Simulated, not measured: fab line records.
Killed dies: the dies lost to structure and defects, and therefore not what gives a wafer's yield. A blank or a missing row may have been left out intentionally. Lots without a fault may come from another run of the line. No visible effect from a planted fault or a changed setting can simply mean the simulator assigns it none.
Chamber matching / flow sky130 / SKY_VIA4_CMP_21 on cmp-01 has 4 sister chambers
The step polishes, stops on SiO2, t overpolish 25 s, target thk 0 nm. 4 wafers are shown with their chamber, then 7 later ones without.

== EACH WAFER AND ITS CHAMBER ==
wafer=L219.1; chamber=2; motorCurrentA (A)=10.6
wafer=L220.1; chamber=3; motorCurrentA (A)=11.1
wafer=L220.4; chamber=1; motorCurrentA (A)=11.8
wafer=L222.1; chamber=0; motorCurrentA (A)=12.5

== WAFERS MISSING THEIR CHAMBER ==
wafer=L222.2; motorCurrentA (A)=10.7
wafer=L237.1; motorCurrentA (A)=13.0
wafer=L237.5; motorCurrentA (A)=11.3
wafer=L237.6; motorCurrentA (A)=10.6
wafer=L236.1; motorCurrentA (A)=13.3
wafer=L236.2; motorCurrentA (A)=11.9
wafer=L236.5; motorCurrentA (A)=11.9

== WHICH CHAMBER EACH ONE RAN IN ==
wafer=L222.2; from the rows above=can't be placed: 2 or 3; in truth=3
wafer=L237.1; from the rows above=can't be placed: 0 or 1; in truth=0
wafer=L237.5; from the rows above=can't be placed: 3 or 1 or 2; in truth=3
wafer=L237.6; from the rows above=can't be placed: 2 or 3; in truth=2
wafer=L236.1; from the rows above=can't be placed: 0 or 1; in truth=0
wafer=L236.2; from the rows above=can't be placed: 1 or 0 or 3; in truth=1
wafer=L236.5; from the rows above=can't be placed: 1 or 0 or 3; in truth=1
Placed correctly: 0 of 7. Cannot be placed on the basis of these rows: 7; the candidates contain the true chamber in 7. Number placed wrongly: 0.
How it was worked out, from the rows above alone: a wafer's distance from a chamber is the root of the sum, over the readings, of the square of ((its reading less the chamber's mean) divided by the reading's scatter). If the next closest chamber is less than 2 further off than the closest, the wafer can't be placed; otherwise it belongs to the closest. The mean given for a chamber averages the wafers shown for that chamber. The scatter (one wafer shown for each chamber): square how far every hidden wafer sits from the nearest shown wafer, average those squares and take the square root.
